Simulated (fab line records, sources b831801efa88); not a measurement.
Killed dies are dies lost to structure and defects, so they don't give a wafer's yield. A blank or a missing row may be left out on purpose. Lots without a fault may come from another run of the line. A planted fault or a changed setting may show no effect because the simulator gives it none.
Which tool did it? | flow sky130 | 12 lots, 36 wafers sampled, at 4 steps of a route of 708

WHAT THE GAUGES READ, wafer by wafer
SKY_VT_ADJUST_LVTN_OVL_MEAS_07. Usual: VT_ADJUST_LVTN_OVL 0.9 nm, standard deviation 1.4.
lot  | measured     | on         | VT_ADJUST_LVTN_OVL (nm) | flag
L644 | day 7 06:23  | overlay-02 | 5.1 4.1 1.7             |
L646 | day 7 15:38  | overlay-01 | 0.5 2.4 1.1             |
L648 | day 8 11:23  | overlay-01 | -1.0 -0.4 0.0           |
L649 | day 8 12:40  | overlay-01 | 1.2 1.2 1.9             |
L652 | day 9 10:31  | overlay-02 | 1.8 2.3 2.2             |
L653 | day 9 12:43  | overlay-02 | -0.9 -1.2 0.6           |
L658 | day 11 01:13 | overlay-02 | 0.7 0.0 -2.4            |
L659 | day 11 10:04 | overlay-01 | 2.3 0.3 0.8             |
L661 | day 11 23:37 | overlay-02 | 1.2 2.2 0.9             |
L662 | day 12 07:55 | overlay-02 | 0.7 2.9 1.6             |
L665 | day 13 02:43 | overlay-02 | -0.8 -0.1 1.0           |
L666 | day 13 05:01 | overlay-01 | 3.4 0.8 0.9             |

SKY_SONOS_ONO_THK_MEAS_01. Usual: SONOS_ONO_OXIDATION_THK 2.61 nm, standard deviation 0.063.
lot  | measured     | on            | SONOS_ONO_OXIDATION_THK (nm) | flag
L644 | day 12 00:46 | film_metro-03 | 2.71 2.68 2.73               |
L646 | day 12 11:40 | film_metro-03 | 2.64 2.63 2.56               |
L648 | day 13 12:34 | film_metro-02 | 4.50 4.46 4.50               | OFF
L649 | day 13 12:46 | film_metro-03 | 2.58 2.68 2.65               |
L652 | day 14 16:02 | film_metro-02 | 4.47 4.45 4.36               | OFF
L653 | day 14 18:26 | film_metro-01 | 4.35 4.31 4.31               | OFF
L658 | day 16 12:59 | film_metro-03 | 2.66 2.71 2.63               |
L659 | day 16 23:30 | film_metro-01 | 2.55 2.52 2.59               |
L661 | day 17 14:01 | film_metro-01 | 2.51 2.52 2.49               |
L662 | day 18 02:19 | film_metro-03 | 2.68 2.64 2.60               |
L665 | day 19 01:24 | film_metro-01 | 2.60 2.61 2.58               |
L666 | day 19 04:17 | film_metro-03 | 2.48 2.50 2.47               |

SKY_SONOS_ONO_OVL_MEAS_14. Usual: SONOS_ONO_OVL -0.5 nm, standard deviation 1.1.
lot  | measured     | on         | SONOS_ONO_OVL (nm) | flag
L644 | day 13 04:44 | overlay-02 | -1.2 -0.9 -1.8     |
L646 | day 13 18:53 | overlay-01 | 0.6 0.0 -1.1       |
L648 | day 14 19:05 | overlay-01 | -1.3 -1.3 -0.7     |
L649 | day 14 18:11 | overlay-01 | 0.8 -0.1 -2.5      |
L652 | day 16 04:56 | overlay-01 | -0.4 -1.4 -0.4     |
L653 | day 16 05:14 | overlay-01 | -1.1 -0.7 -0.3     |
L658 | day 17 22:35 | overlay-01 | 0.6 0.3 1.3        |
L659 | day 18 08:56 | overlay-02 | 0.5 -0.6 -0.7      |
L661 | day 18 23:36 | overlay-01 | -0.3 -3.2 -0.1     |
L662 | day 19 13:35 | overlay-01 | 0.4 0.4 -1.2       |
L665 | day 20 13:53 | overlay-02 | -0.5 -1.5 -0.3     |
L666 | day 20 13:50 | overlay-01 | -3.4 -0.1 0.4      |

WHICH TOOL RAN EACH LOT (tool, then ch and the chambers of the sampled wafers, then the start)
lot  | SKY_SONOS_ONO_OXIDATION_00
L644 | furnace-02 ch 0, day 11 23:25
L646 | furnace-01 ch 0, day 12 10:19
L648 | furnace-02 ch 0, day 13 08:42
L649 | furnace-02 ch 0, day 13 11:24
L652 | furnace-01 ch 0, day 14 13:00 and furnace-02 ch 0, day 14 14:41
L653 | furnace-01 ch 0, day 14 14:20
L658 | furnace-02 ch 0, day 16 11:38
L659 | furnace-01 ch 0, day 16 22:08
L661 | furnace-02 ch 0, day 17 12:38
L662 | furnace-02 ch 0, day 18 00:56
L665 | furnace-01 ch 0, day 19 00:02
L666 | furnace-01 ch 0, day 19 02:55
- SKY_SONOS_ONO_OXIDATION_00: stabilise 600 s, purge 300 s, target thk 2.6 nm.

WHAT THE TOOLS THEMSELVES READ (means of the sampled wafers that have a number; where no wafer has one, the mark that the record gives instead)
SKY_SONOS_ONO_OXIDATION_00. Usual: spike_tc_centre_C 800.2 C, standard deviation 0.93; zone_power_bottom_pct 21.9 %, standard deviation 1.8; zone_power_centre_pct 12.2 %, standard deviation 0.37.
lot  | tool                  | spike_tc_centre_C (C) | zone_power_bottom_pct (%) | zone_power_centre_pct (%) | flag
L644 | furnace-02            | 800.1                 | 20.3                      | 12.6                      |
L646 | furnace-01            | 799.1                 | 24.0                      | 11.9                      |
L648 | furnace-02            | 800.4                 | 20.2                      | 12.6                      |
L649 | furnace-02            | 801.0                 | 20.3                      | 12.4                      |
L652 | furnace-01/furnace-02 | 800.6                 | 22.2                      | 12.2                      |
L653 | furnace-01            | 801.0                 | 24.0                      | 11.8                      |
L658 | furnace-02            | 800.5                 | 20.5                      | 12.6                      |
L659 | furnace-01            | 799.7                 | 24.0                      | 11.8                      |
L661 | furnace-02            | 800.4                 | 20.2                      | 12.6                      |
L662 | furnace-02            | 799.6                 | 20.4                      | 12.5                      |
L665 | furnace-01            | 800.9                 | 24.2                      | 11.9                      |
L666 | furnace-01            | 799.5                 | 24.0                      | 11.8                      |

THE ANSWER, worked out from the rows above alone
Rule: a lot is off if the mean of its wafers that have a number lies more than 3 standard deviations from the usual mean. A lot without any number at a reading at which 4 lots or more have one is off too. The other lots that the step has rows for count as sound. The gauges are gone through in route order, then the tools' own readings, and for those a lot's mean is taken as printed above. The first step at which some lot is off is used, and at that step the reading that is off furthest; a lot without a number counts as furthest.
Off: L648, L652, L653, at SKY_SONOS_ONO_THK_MEAS_01 (SONOS_ONO_OXIDATION_THK).
A tool fits if, at a process step before that reading, it ran every lot that is off, and no sound lot after the first of them. The gauges at SKY_SONOS_ONO_THK_MEAS_01 are tried like those tools. None of those tried fits.

WHAT THE SIMULATOR HAD PUT IN
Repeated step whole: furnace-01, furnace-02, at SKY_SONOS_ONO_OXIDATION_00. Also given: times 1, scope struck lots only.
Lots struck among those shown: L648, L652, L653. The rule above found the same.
